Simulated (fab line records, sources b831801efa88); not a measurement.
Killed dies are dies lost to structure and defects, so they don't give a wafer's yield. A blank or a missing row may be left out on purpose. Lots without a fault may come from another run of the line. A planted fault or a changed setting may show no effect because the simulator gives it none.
Which tool did it? | flow sky130 | 13 lots, 39 wafers sampled, at 5 steps of a route of 708

WHAT THE GAUGES READ, wafer by wafer
SKY_NWELL_OVL_MEAS_23.
lot  | measured     | on         | NWELL_01_OVL (nm)
L162 | day 5 09:02  | overlay-01 | 0.1 1.2 0.5
L163 | day 5 15:02  | overlay-01 | 0.3 2.2 3.8
L164 | day 5 19:31  | overlay-02 | 0.5 0.6 0.5
L165 | day 6 09:40  | overlay-01 | 0.7 -2.2 0.0
L166 | day 6 14:11  | overlay-02 | 1.0 -0.3 1.4
L169 | day 7 08:41  | overlay-02 | 1.7 3.3 1.7
L171 | day 7 12:07  | overlay-01 | 1.9 4.0 3.2
L176 | day 8 18:23  | overlay-02 | -1.0 -2.9 -1.5
L177 | day 8 23:36  | overlay-02 | -0.4 -0.8 0.9
L180 | day 10 02:15 | overlay-02 | 1.6 -2.0 -2.0
L183 | day 10 20:38 | overlay-01 | 1.8 -0.1 0.3
L184 | day 11 01:53 | overlay-02 | 0.1 -0.3 -1.0
L185 | day 11 05:15 | overlay-02 | -0.1 -1.0 1.8

SKY_VT_ADJUST_LVTN_TW_MEAS_10.
lot  | measured     | on            | VT_ADJUST_LVTN_TW
L162 | day 6 23:51  | film_metro-03 | 235.3 236.2 236.0
L163 | day 7 06:23  | film_metro-01 | 238.1 239.0 239.5
L164 | day 7 10:45  | film_metro-04 | 239.0 239.5 239.4
L165 | day 8 01:17  | film_metro-01 | 238.3 239.4 238.5
L166 | day 8 05:26  | film_metro-04 | 239.2 240.6 240.1
L169 | day 9 02:45  | film_metro-01 | 239.7 239.2 238.7
L171 | day 9 06:56  | film_metro-04 | 239.0 239.4 238.3
L176 | day 10 13:52 | film_metro-03 | 221.2 221.7 222.1
L177 | day 10 21:41 | film_metro-03 | 221.5 219.7 220.1
L180 | day 12 01:22 | film_metro-03 | 237.1 238.2 239.0
L183 | day 12 20:17 | film_metro-03 | 237.8 237.5 238.5
L184 | day 13 02:56 | film_metro-04 | 238.0 236.8 237.8
L185 | day 13 05:59 | film_metro-03 | 236.6 236.6 237.7

SKY_SONOS_TUNNEL_TW_MEAS_12.
lot  | measured     | on            | SONOS_TUNNEL_TW
L162 | day 11 11:05 | film_metro-01 | 193.3 194.2 194.3
L163 | day 11 19:17 | film_metro-03 | 194.8 194.9 195.2
L164 | day 12 01:19 | film_metro-01 | 193.3 193.1 192.7
L165 | day 12 18:19 | film_metro-03 | 194.3 193.7 194.1
L166 | day 13 00:04 | film_metro-01 | 193.8 194.2 194.1
L169 | day 13 23:34 | film_metro-04 | 193.9 195.4 194.9
L171 | day 14 04:42 | film_metro-01 | 194.9 194.5 194.6
L176 | day 15 15:59 | film_metro-01 | 193.3 194.2 193.7
L177 | day 16 00:28 | film_metro-01 | 194.8 194.8 194.5
L180 | day 17 12:25 | film_metro-01 | 195.4 196.7 194.8
L183 | day 18 11:25 | film_metro-04 | 195.9 195.0 195.6
L184 | day 18 19:53 | film_metro-04 | 194.8 195.8 196.4
L185 | day 18 23:43 | film_metro-01 | 195.4 195.8 194.7

SKY_POLY_GATE_OVL_MEAS_14.
lot  | measured     | on         | POLY_GATE_OVL (nm)
L162 | day 17 00:58 | overlay-02 | 0 -4 0
L163 | day 17 00:57 | overlay-01 | 1 9 1
L164 | day 17 11:01 | overlay-02 | 2 2 5
L165 | day 18 06:34 | overlay-02 | 4 2 -5
L166 | day 18 06:01 | overlay-02 | -3 -6 -6
L169 | day 19 06:52 | overlay-01 | 5 -2 10
L171 | day 19 22:23 | overlay-01 | 3 9 5
L176 | day 21 03:33 | overlay-01 | -5 -7 3
L177 | day 21 12:42 | overlay-02 | -3 -7 -1
L180 | day 23 03:19 | overlay-02 | 3 15 3
L183 | day 24 06:48 | overlay-01 | 0 -3 -2
L184 | day 24 10:37 | overlay-01 | 5 8 9
L185 | day 24 13:51 | overlay-01 | -1 -2 -1

WHICH TOOL RAN EACH LOT (tool, then ch and the chambers of the sampled wafers, then the start)
lot  | SKY_VT_ADJUST_LVTN_IMPLANT_08
L162 | implanter-02 ch 0, day 6 23:37
L163 | implanter-03 ch 0, day 7 06:08
L164 | implanter-03 ch 0, day 7 10:31
L165 | implanter-04 ch 0, day 8 01:02
L166 | implanter-04 ch 0, day 8 05:11
L169 | implanter-02 ch 0, day 9 02:31
L171 | implanter-02 ch 0, day 9 06:43
L176 | implanter-02 ch 0, day 10 13:37
L177 | implanter-02 ch 0, day 10 21:26
L180 | implanter-03 ch 0, day 12 01:07
L183 | implanter-04 ch 0, day 12 20:02
L184 | implanter-03 ch 0, day 13 02:41
L185 | implanter-04 ch 0, day 13 05:44
- SKY_VT_ADJUST_LVTN_IMPLANT_08

WHAT THE TOOLS THEMSELVES READ (means of the sampled wafers that have a number; where no wafer has one, the mark that the record gives instead)
SKY_VT_ADJUST_LVTN_IMPLANT_08.
lot  | tool         | dose_ions_cm2 | faraday_current_uA
L162 | implanter-02 | 1.5693e+12    | 9.00
L163 | implanter-03 | 1.5685e+12    | 8.83
L164 | implanter-03 | 1.5737e+12    | 8.86
L165 | implanter-04 | 1.5709e+12    | 8.83
L166 | implanter-04 | 1.5709e+12    | 8.85
L169 | implanter-02 | 1.5708e+12    | 9.02
L171 | implanter-02 | 1.5714e+12    | 8.91
L176 | implanter-02 | 1.2506e+12    | 6.95
L177 | implanter-02 | 1.2462e+12    | 6.99
L180 | implanter-03 | 1.5687e+12    | 8.80
L183 | implanter-04 | 1.5700e+12    | 8.93
L184 | implanter-03 | 1.5688e+12    | 8.78
L185 | implanter-04 | 1.5703e+12    | 9.04

THE ANSWER, worked out from the rows above alone
Rule: what is usual is taken from the lots themselves. Put in order of their means at a reading, lots are off if they are a third of the lots or fewer, leave a main group of 4 or more, and stand apart from it by a gap of 3 or more times the standard deviation of the main group's means; of several such gaps the widest counts. A main group whose means are all the same, to the digits that the tables above print for the reading, isn't used. A lot without any number at a reading at which 4 lots or more have one is off too. The other lots that the step has rows for count as sound. The gauges are gone through in route order, then the tools' own readings, and for those a lot's mean is taken as printed above. The first step at which some lot is off is used, and at that step the reading that is off furthest; a lot without a number counts as furthest.
Off: L176, L177, at SKY_VT_ADJUST_LVTN_TW_MEAS_10 (VT_ADJUST_LVTN_TW). The main group: mean 238.3, standard deviation 1.1.
A tool fits if, at a process step before that reading, it ran every lot that is off, and no sound lot after the first of them. The gauges at SKY_VT_ADJUST_LVTN_TW_MEAS_10 aren't tried: what is off there is off at SKY_VT_ADJUST_LVTN_IMPLANT_08 too, on other tools, and a gauge's error can't cause that. One fits: implanter-02 at SKY_VT_ADJUST_LVTN_IMPLANT_08. Its last sound lot is L171 (day 9 06:43), its first lot that is off L176 (day 10 13:37): a fault that began between those two fits.
The tool's own readings at SKY_VT_ADJUST_LVTN_IMPLANT_08 bear it out: on the lots that are off they differ by more than 5 times the standard deviation of the sound lots' means. dose_ions_cm2 reads 1.2484e+12 there against 1.5703e+12 on the sound lots; faraday_current_uA reads 6.97 there against 8.90 on the sound lots.

WHAT THE SIMULATOR HAD PUT IN
Process parameter drift: implanter-02, from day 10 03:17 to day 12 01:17, at SKY_VT_ADJUST_LVTN_IMPLANT_08. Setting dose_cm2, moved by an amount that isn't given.
Lots struck among those shown: L176, L177. The rule above found the same.
